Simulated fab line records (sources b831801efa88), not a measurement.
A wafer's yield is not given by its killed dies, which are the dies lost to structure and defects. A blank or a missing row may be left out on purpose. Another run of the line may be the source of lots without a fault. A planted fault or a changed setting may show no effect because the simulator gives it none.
A lot that was struck, set against a sound lot | flow gf180mcu | 12 out of 602 route steps
Sound: the wafers L498.1, L498.2, L498.3. The struck wafers were L504.1, L504.3, L504.4. The cause is given at the end.
Each step with rows lists, per side, the tool, then ch with its chambers, then its first start. Under that, the readings that differ: sound wafers | struck wafers | difference of the means | sigmas: that difference in standard deviations of wafers without a fault.
alike: same words and numbers on both sides, and readings whose means sit less than 2 such deviations apart. not compared: any withheld reading, any reading some wafer has no value for, any bound like >300 that may hide the same value, and any number with overlapping values for which the record gives no deviation.
Wherever a step has rows on one side only, a row that says differs or no value, or a row with sigmas, the two part there. Numbers that have no deviation but don't overlap get no sigmas and don't part them. Lack of a reading on every wafer of one side parts them only where that side has two or more wafers.

GF_STI_BOW_MEAS_00:
  struck on film-metro-04, day 4 18:00; sound on film-metro-04, day 3 12:00
  alike: INCOMING_BOW
then, 1 step without rows for these wafers: GF_STI_OXIDATION_01 (stabilise 600 s, purge 300 s, target thk 10 nm).
GF_STI_THK_MEAS_02:
  struck on film-metro-01, day 4 19:31; sound on film-metro-04, day 3 14:28
  alike: STI_OXIDATION_THK
then, 1 step without rows for these wafers: GF_STI_CVD_03 (deposits Si3N4 from DCS/NH3, target thk 207.16 nm, time 3551 s).
GF_STI_THK_MEAS_04:
  struck on film-metro-01, day 4 21:34; sound on film-metro-01, day 3 16:31
  alike: STI_CVD_03_THK
then, 5 steps without rows for these wafers: GF_STI_DEHYDRATE_05 (time 60 s); GF_STI_HMDS_06 (prime time 60 s); GF_STI_COAT_07 (resist thk 700 nm); GF_STI_SOFTBAKE_08 (time 60 s); GF_STI_EXPOSE_09 (exposes mask COMP, target cd 220 nm).
GF_STI_PEB_10: peb time 90 s.
  sound on litho-track-04 ch 0, day 4 05:07; struck on litho-track-04, day 5 11:19
  no value came back on the struck wafers for chill-plate-temp-C (C), exhaust-pa (Pa); on the sound wafers chill-plate-temp-C (C) reads 22.99 22.86 22.71
then, 1 step without rows for these wafers: GF_STI_DEVELOP_11 (develop time 60 s).

## WHERE THEY PART
At GF_STI_PEB_10 and nowhere else, as far as this record goes.

WHY: whatever the simulator had introduced
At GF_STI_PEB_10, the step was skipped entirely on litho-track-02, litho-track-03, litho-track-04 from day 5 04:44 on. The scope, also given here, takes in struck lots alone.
